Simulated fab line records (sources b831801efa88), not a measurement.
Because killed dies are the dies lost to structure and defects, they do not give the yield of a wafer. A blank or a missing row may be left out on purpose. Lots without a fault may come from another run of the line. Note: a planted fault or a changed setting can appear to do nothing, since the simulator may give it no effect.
Which of the tools did it? + flow gf180mcu + 39 wafers from 13 lots sampled at 4 of the route's 602 steps

WHAT EACH GAUGE READ, for each wafer
GF_VT_IMPLANT_OVL_MEAS_18.
| lot  | measured     | on         | VT_IMPLANT_01_OVL (nm) |
|------|--------------|------------|------------------------|
| L267 | day 6 10:16  | overlay-02 | 1.1 0.5 1.4            |
| L268 | day 6 21:08  | overlay-02 | 1.5 1.2 1.2            |
| L269 | day 7 01:43  | overlay-02 | -1.8 -0.9 -0.3         |
| L270 | day 7 09:28  | overlay-01 | -3.1 -4.0 -1.6         |
| L275 | day 8 19:40  | overlay-02 | 2.6 2.7 0.1            |
| L276 | day 8 19:43  | overlay-01 | -3.7 -3.4 -3.6         |
| L277 | day 9 06:19  | overlay-02 | -0.8 -1.6 -0.2         |
| L280 | day 9 22:26  | overlay-02 | -0.5 0.4 3.2           |
| L281 | day 10 11:28 | overlay-01 | 1.4 0.2 1.6            |
| L283 | day 10 22:23 | overlay-02 | 3.2 1.8 1.6            |
| L287 | day 11 16:11 | overlay-01 | -1.5 -1.3 -1.5         |
| L288 | day 11 22:56 | overlay-01 | -0.2 -1.6 -1.0         |
| L289 | day 12 06:50 | overlay-02 | 1.2 2.3 2.1            |

GF_HV_LDD_TW_MEAS_23.
| lot  | measured     | on            | HV_LDD_2_TW    |
|------|--------------|---------------|----------------|
| L267 | day 11 02:56 | film_metro-04 | 1050 1047 1048 |
| L268 | day 11 13:48 | film_metro-03 | 1053 1057 1056 |
| L269 | day 11 22:02 | film_metro-03 | 1054 1055 1058 |
| L270 | day 12 03:47 | film_metro-03 | 1059 1057 1054 |
| L275 | day 13 22:53 | film_metro-03 | 1061 1059 1050 |
| L276 | day 13 22:35 | film_metro-01 | 1051 1054 1056 |
| L277 | day 14 06:20 | film_metro-01 | 1059 1052 1057 |
| L280 | day 15 03:20 | film_metro-01 | 1045 1046 1045 |
| L281 | day 15 17:38 | film_metro-03 | 1064 1059 1061 |
| L283 | day 16 06:44 | film_metro-03 | 1055 1058 1058 |
| L287 | day 17 05:11 | film_metro-03 | 1065 1066 1072 |
| L288 | day 17 13:47 | film_metro-04 | 1037 1039 1037 |
| L289 | day 18 00:49 | film_metro-03 | 1051 1056 1053 |

WHICH TOOL RAN EACH LOT (tool, then ch and the chambers of the sampled wafers, then the start)
| lot  | GF_MVPSD_EXPOSE_04                  | GF_VT_IMPLANT_STRIP_31               |
|------|-------------------------------------|--------------------------------------|
| L267 | iline_stepper-02 ch 0, day 4 21:22  | plasma_asher-01 ch 0, day 7 02:19    |
| L268 | iline_stepper-01 ch 0, day 5 06:58  | plasma_asher-01 ch 0,1, day 7 13:35  |
| L269 | iline_stepper-02 ch 0, day 5 11:01  | plasma_asher-02 ch 0,1, day 7 17:36  |
| L270 | iline_stepper-02 ch 0, day 5 17:38  | plasma_asher-03 ch 0,1, day 8 01:28  |
| L275 | iline_stepper-02 ch 0, day 7 04:51  | plasma_asher-02 ch 0,1, day 9 13:10  |
| L276 | iline_stepper-02 ch 0, day 7 04:58  | plasma_asher-01 ch 0,1, day 9 13:15  |
| L277 | iline_stepper-01 ch 0, day 7 14:49  | plasma_asher-03 ch 0, day 9 23:12    |
| L280 | iline_stepper-02 ch 0, day 8 05:58  | plasma_asher-01 ch 0,1, day 10 16:34 |
| L281 | iline_stepper-01 ch 0, day 8 15:55  | plasma_asher-02 ch 0,1, day 11 06:30 |
| L283 | iline_stepper-01 ch 0, day 9 03:08  | plasma_asher-01 ch 0,1, day 11 16:50 |
| L287 | iline_stepper-02 ch 0, day 9 19:19  | plasma_asher-03 ch 0,1, day 12 11:23 |
| L288 | iline_stepper-02 ch 0, day 10 00:40 | plasma_asher-02 ch 0,1, day 12 18:34 |
| L289 | iline_stepper-02 ch 0, day 10 07:55 | plasma_asher-02 ch 1, day 13 02:09   |
- GF_MVPSD_EXPOSE_04: exposes mask MVPSD, target cd 1000 nm.
- GF_VT_IMPLANT_STRIP_31: strips in O2/N2.

WHAT THE TOOLS THEMSELVES READ (means of the sampled wafers that have a number; where no wafer has one, the mark that the record gives instead)
GF_VT_IMPLANT_STRIP_31.
| lot  | tool            | drypump_motor_current_A (A) | heater_power_w (W) | oes_product_au (a.u.) | strip_time_to_endpoint_s (s) |
|------|-----------------|-----------------------------|--------------------|-----------------------|------------------------------|
| L267 | plasma_asher-01 | 5.6                         | 324                | 0.718                 | 12.65                        |
| L268 | plasma_asher-01 | 6.0                         | 291                | 0.714                 | 12.61                        |
| L269 | plasma_asher-02 | 6.1                         | 341                | 0.721                 | 12.59                        |
| L270 | plasma_asher-03 | 5.4                         | 342                | 0.717                 | 12.65                        |
| L275 | plasma_asher-02 | 6.1                         | 342                | 0.722                 | 12.62                        |
| L276 | plasma_asher-01 | 5.8                         | 307                | 0.719                 | 12.62                        |
| L277 | plasma_asher-03 | 4.8                         | 366                | 0.711                 | 12.59                        |
| L280 | plasma_asher-01 | 5.8                         | 309                | 0.716                 | 12.63                        |
| L281 | plasma_asher-02 | 6.1                         | 338                | 0.713                 | 12.65                        |
| L283 | plasma_asher-01 | 5.8                         | 311                | 0.716                 | 12.63                        |
| L287 | plasma_asher-03 | 5.9                         | 324                | 0.709                 | 12.64                        |
| L288 | plasma_asher-02 | 6.1                         | 342                | 0.719                 | 12.65                        |
| L289 | plasma_asher-02 | 6.0                         | 349                | 0.717                 | 12.64                        |

THE ANSWER, worked out from the rows above alone
Rule: what is usual is taken from the lots themselves. Put in order of their means at a reading, lots are off if they are a third of the lots or fewer, leave a main group of 4 or more, and stand apart from it by a gap of 3 or more times the standard deviation of the main group's means; of several such gaps the widest counts. A main group whose means are all the same, to the digits that the tables above print for the reading, isn't used. Also off: a lot with no number at a reading for which 4 or more lots have one. Any other lot the step has rows for is counted as sound. The gauges are gone through in route order, then the tools' own readings, and for those a lot's mean is taken as printed above. At the first step where some lot is off, the reading lying furthest off is the one used; lots without a number count as furthest.
None of the lots is off at any reading shown; this tells nothing.

WHAT THE SIMULATOR PUT IN
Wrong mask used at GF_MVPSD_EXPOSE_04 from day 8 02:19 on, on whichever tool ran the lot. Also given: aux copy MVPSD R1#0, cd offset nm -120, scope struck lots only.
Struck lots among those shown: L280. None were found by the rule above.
